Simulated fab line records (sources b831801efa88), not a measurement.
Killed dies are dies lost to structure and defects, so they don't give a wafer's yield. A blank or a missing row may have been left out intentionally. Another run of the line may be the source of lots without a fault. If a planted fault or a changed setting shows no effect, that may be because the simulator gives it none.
The tool behind it: which one? ; flow gf180mcu ; Sampling: 11 lots, 33 wafers, 5 of 602 route steps

WHAT THE GAUGES SHOWED, per wafer
GF_V5_THK_MEAS_03. Usual: V5_CVD_02_THK gives 1447 nm (standard deviation 20).
lot;measured;on;V5_CVD_02_THK (nm);flag
L870;day 26 13:57;film_metro-04;1407 1432 1468;
L871;day 26 16:53;film_metro-04;1440 1430 1443;
L874;day 27 14:31;film_metro-03;1442 1458 1452;
L884;day 30 22:53;film_metro-01;1444 1462 1477;
L885;day 31 05:37;film_metro-01;1465 1469 1490;
L886;day 31 09:08;film_metro-04;1500 1458 1482;
L887;day 31 11:44;film_metro-04;1464 1457 1434;
L891;day 32 10:08;film_metro-03;1421 1459 1445;
L893;day 32 21:56;film_metro-04;1449 1459 1441;

WHICH TOOL RAN EACH LOT (tool, then ch and the chambers of the sampled wafers, then the start)
lot;GF_MIM_SPUTTER_08;GF_MIM_STRIP_20;GF_M5_ETCH_09;GF_M5_STRIP_11
L870;pvd_sputter-03, day 24 17:37;plasma_asher-04 ch 0,1, day 25 15:11;rie_diel-04 ch 0,1,2, day 26 13:01;plasma_asher-04 ch 0,1, day 26 13:11
L871;pvd_sputter-02, day 24 21:11;plasma_asher-01 ch 0,1, day 25 18:26;rie_diel-04 ch 1,2,3, day 26 15:58;plasma_asher-02 ch 0,1, day 26 16:08
L874;pvd_sputter-02, day 25 21:08;plasma_asher-03 ch 0,1, day 26 17:14;rie_diel-01 ch 0,2, day 27 13:35;plasma_asher-04 ch 0,1, day 27 13:46
L877;pvd_sputter-02, day 26 22:04;plasma_asher-04 ch 0,1, day 27 18:00;rie_diel-03 ch 0,1,3, day 28 13:17;plasma_asher-02 ch 0,1, day 28 13:26
L878;pvd_sputter-01, day 27 10:37;plasma_asher-01 ch 0,1, day 28 06:15;rie_diel-01 ch 1,2,3, day 29 02:16;plasma_asher-02 ch 0,1, day 29 02:25
L884;pvd_sputter-03, day 29 08:26;plasma_asher-04 ch 0,1, day 30 03:18;rie_diel-03 ch 0,2, day 30 21:59;plasma_asher-04 ch 0,1, day 30 22:08
L885;pvd_sputter-01, day 29 15:05;plasma_asher-01 ch 0,1, day 30 10:02;rie_diel-01 ch 1,3, day 31 04:42;plasma_asher-03 ch 0,1, day 31 04:53
L886;pvd_sputter-03, day 29 19:28;plasma_asher-03 ch 0,1, day 30 14:08;rie_diel-01 ch 1,2,3, day 31 08:10;plasma_asher-04 ch 0,1, day 31 08:20
L887;pvd_sputter-03, day 29 22:22;plasma_asher-03 ch 0,1, day 30 16:35;rie_diel-03 ch 2,3, day 31 10:45;plasma_asher-03 ch 0,1, day 31 10:56
L891;pvd_sputter-03, day 30 21:41;plasma_asher-01 ch 0,1, day 31 15:20;rie_diel-01 ch 0,1,3, day 32 09:05;plasma_asher-03 ch 0,1, day 32 09:14
L893;pvd_sputter-03, day 31 11:33;plasma_asher-01 ch 0,1, day 32 04:23;rie_diel-04 ch 1,2,3, day 32 21:01;plasma_asher-04 ch 0,1, day 32 21:11
- GF_MIM_SPUTTER_08: material AlCu, target thk 200 nm, time 10.6 s.
- GF_MIM_STRIP_20: strips in O2/N2.
- GF_M5_ETCH_09: etches Si3N4 in CF4/O2, target depth 52 nm, time 11.6 s.
- GF_M5_STRIP_11: strips in O2/N2.

AS READ BY THE TOOLS THEMSELVES (means over the sampled wafers that have a number; for cases with no such wafer, the mark the record gives instead)
GF_MIM_SPUTTER_08. Usual: throttle_valve_pct 29.5 %, standard deviation 1.
lot;tool;throttle_valve_pct (%);flag
L870;pvd_sputter-03;29.6;
L871;pvd_sputter-02;29.6;
L874;pvd_sputter-02;30.3;
L877;pvd_sputter-02;30.2;
L878;pvd_sputter-01;29.7;
L884;pvd_sputter-03;28.5;
L885;pvd_sputter-01;29.9;
L886;pvd_sputter-03;29.0;
L887;pvd_sputter-03;29.0;
L891;pvd_sputter-03;29.5;
L893;pvd_sputter-03;28.4;

GF_MIM_STRIP_20. Usual: drypump_motor_current_A 5.5 A, standard deviation 0.42; heater_power_w 352 W, standard deviation 27; n2_flow_sccm 300.2 sccm, standard deviation 0.88; oes_product_au 0.692 a.u., standard deviation 0.0049; strip_time_to_endpoint_s 11.23 s, standard deviation 0.043.
lot;tool;drypump_motor_current_A (A);heater_power_w (W);n2_flow_sccm (sccm);oes_product_au (a.u.);strip_time_to_endpoint_s (s);flag
L870;plasma_asher-04;6.1;338;300.8;0.694;11.17;
L871;plasma_asher-01;5.3;368;300.6;0.692;11.22;
L874;plasma_asher-03;5.2;344;299.7;0.693;11.17;
L877;plasma_asher-04;6.3;354;300.0;0.695;11.20;
L878;plasma_asher-01;5.3;349;301.1;0.690;11.24;
L884;plasma_asher-04;6.3;349;299.9;0.694;11.19;
L885;plasma_asher-01;5.3;364;301.2;0.695;11.28;
L886;plasma_asher-03;5.2;344;300.9;0.691;11.18;
L887;plasma_asher-03;5.2;347;300.4;0.689;11.26;
L891;plasma_asher-01;5.3;342;300.4;0.694;11.20;
L893;plasma_asher-01;5.3;369;300.0;0.692;11.21;

GF_M5_ETCH_09. Usual: O2_flow_sccm 10.000 sccm, standard deviation 0.028; bias_w 150.0 W, standard deviation 0.43; cf4_flow_sccm 79.98 sccm, standard deviation 0.24; drypump_motor_current_A 5.8 A, standard deviation 0.34; oes_product_au 1.000 a.u., standard deviation 0.0083; throttle_valve_pct 5.970 %, standard deviation 0.0084.
lot;tool;O2_flow_sccm (sccm);bias_w (W);cf4_flow_sccm (sccm);drypump_motor_current_A (A);oes_product_au (a.u.);throttle_valve_pct (%);flag
L870;rie_diel-04;9.995;149.9;80.18;6.0;0.987;5.974;
L871;rie_diel-04;9.997;150.1;80.01;5.9;0.989;5.968;
L874;rie_diel-01;10.022;150.0;79.89;5.4;0.998;5.968;
L877;rie_diel-03;-;-;-;-;-;-;OFF
L878;rie_diel-01;-;-;-;-;-;-;OFF
L884;rie_diel-03;10.001;150.1;80.18;5.9;1.006;5.979;
L885;rie_diel-01;9.968;150.3;79.85;5.7;1.001;5.968;
L886;rie_diel-01;9.998;150.0;79.77;5.6;0.999;5.971;
L887;rie_diel-03;10.012;150.1;79.99;6.0;1.018;5.958;
L891;rie_diel-01;9.988;150.0;80.10;5.7;0.999;5.966;
L893;rie_diel-04;10.000;150.0;80.06;5.9;1.004;5.969;

GF_M5_STRIP_11. Usual: drypump_motor_current_A 5.7 A, standard deviation 0.67; heater_power_w 337 W, standard deviation 27; n2_flow_sccm 300.0 sccm, standard deviation 0.99; oes_product_au 0.524 a.u., standard deviation 0.0055; strip_time_to_endpoint_s 7.07 s, standard deviation 0.066.
lot;tool;drypump_motor_current_A (A);heater_power_w (W);n2_flow_sccm (sccm);oes_product_au (a.u.);strip_time_to_endpoint_s (s);flag
L870;plasma_asher-04;6.1;347;300.5;0.523;7.05;
L871;plasma_asher-02;5.5;306;300.9;0.521;7.07;
L874;plasma_asher-04;6.3;345;299.3;0.517;6.96;
L877;plasma_asher-02;6.2;285;300.3;0.535;7.40;OFF
L878;plasma_asher-02;6.2;294;300.3;0.534;7.37;OFF
L884;plasma_asher-04;6.1;343;299.1;0.524;7.04;
L885;plasma_asher-03;5.2;340;299.7;0.526;7.05;
L886;plasma_asher-04;6.1;341;299.8;0.530;7.13;
L887;plasma_asher-03;5.2;344;299.9;0.523;7.04;
L891;plasma_asher-03;5.2;348;300.1;0.522;7.04;
L893;plasma_asher-04;6.1;342;300.1;0.523;7.07;

THE ANSWER, worked out from the rows above alone
Rule: take the mean of a lot's wafers that have a number; if it is more than 3 standard deviations from the usual mean, the lot is off. Also off: a lot with no number at a reading for which 4 or more lots have one. All remaining lots with rows at the step are treated as sound. Order of review: gauges by route order, followed by the tools' own readings, for which a lot's mean as printed above is used. The first step at which some lot is off is used, and at that step the reading that is off furthest; a lot without a number counts as furthest.
Off: L877, L878, at GF_M5_ETCH_09 (O2_flow_sccm). Without a number there: L877, L878.
If a tool, at that step or one of the process steps before it, ran each lot that is off and ran no sound lot following the first of them, it fits. No candidate that was tried fits.

WHAT WAS PUT IN BY THE SIMULATOR
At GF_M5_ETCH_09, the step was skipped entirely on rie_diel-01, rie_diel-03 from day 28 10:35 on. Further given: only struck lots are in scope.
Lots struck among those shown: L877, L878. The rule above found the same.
